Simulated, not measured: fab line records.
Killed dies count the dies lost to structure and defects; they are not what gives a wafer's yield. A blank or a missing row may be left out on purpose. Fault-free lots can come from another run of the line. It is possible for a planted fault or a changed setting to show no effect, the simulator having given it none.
Chamber matching / flow sky130 / 4 sister chambers for SKY_FIELD_ISO_ETCH_17 on rieSi-01
The step etches Si in HBr/Cl2/O2, target depth 342 nm, time 97.7 s. 4 wafers are shown with their chamber, then 9 later ones without.

## WAFERS WITH THEIR CHAMBER
wafer=L844.1; chamber=0; runLengthS (s)=125.7
wafer=L844.5; chamber=3; runLengthS (s)=126.9
wafer=L844.6; chamber=2; runLengthS (s)=126.3
wafer=L845.4; chamber=1; runLengthS (s)=125.7

## WAFERS MISSING THEIR CHAMBER
wafer=L845.5; runLengthS (s)=126.6
wafer=L845.6; runLengthS (s)=126.1
wafer=L848.2; runLengthS (s)=125.9
wafer=L848.3; runLengthS (s)=126.0
wafer=L848.5; runLengthS (s)=127.1
wafer=L850.4; runLengthS (s)=126.3
wafer=L850.5; runLengthS (s)=126.7
wafer=L854.3; runLengthS (s)=126.8
wafer=L854.5; runLengthS (s)=126.4

## THE CHAMBER EACH PASSED THROUGH
wafer=L845.5; from the rows above=can't be placed: 2 or 3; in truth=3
wafer=L845.6; from the rows above=can't be placed: 2 or 0 or 1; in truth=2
wafer=L848.2; from the rows above=can't be placed: 0 or 1 or 2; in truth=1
wafer=L848.3; from the rows above=can't be placed: 0 or 1 or 2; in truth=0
wafer=L848.5; from the rows above=3; in truth=3
wafer=L850.4; from the rows above=2; in truth=2
wafer=L850.5; from the rows above=can't be placed: 3 or 2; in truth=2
wafer=L854.3; from the rows above=can't be placed: 3 or 2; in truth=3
wafer=L854.5; from the rows above=can't be placed: 2 or 3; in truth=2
Correctly placed: 2 of 9. Can't be placed from these rows: 7 (the true chamber is among the candidates in 7). Placed wrongly: 0.
How it was worked out, from the rows above alone: a wafer's distance from a chamber is the root of the sum, over the readings, of the square of ((its reading less the chamber's mean) divided by the reading's scatter). If the next closest chamber is less than 2 further off than the closest, the wafer can't be placed; otherwise it belongs to the closest. For every chamber, the mean is computed from those of its wafers that are shown. The scatter: with one shown wafer a chamber, the root of the mean of the squares of how far each hidden wafer lies from its nearest shown one.
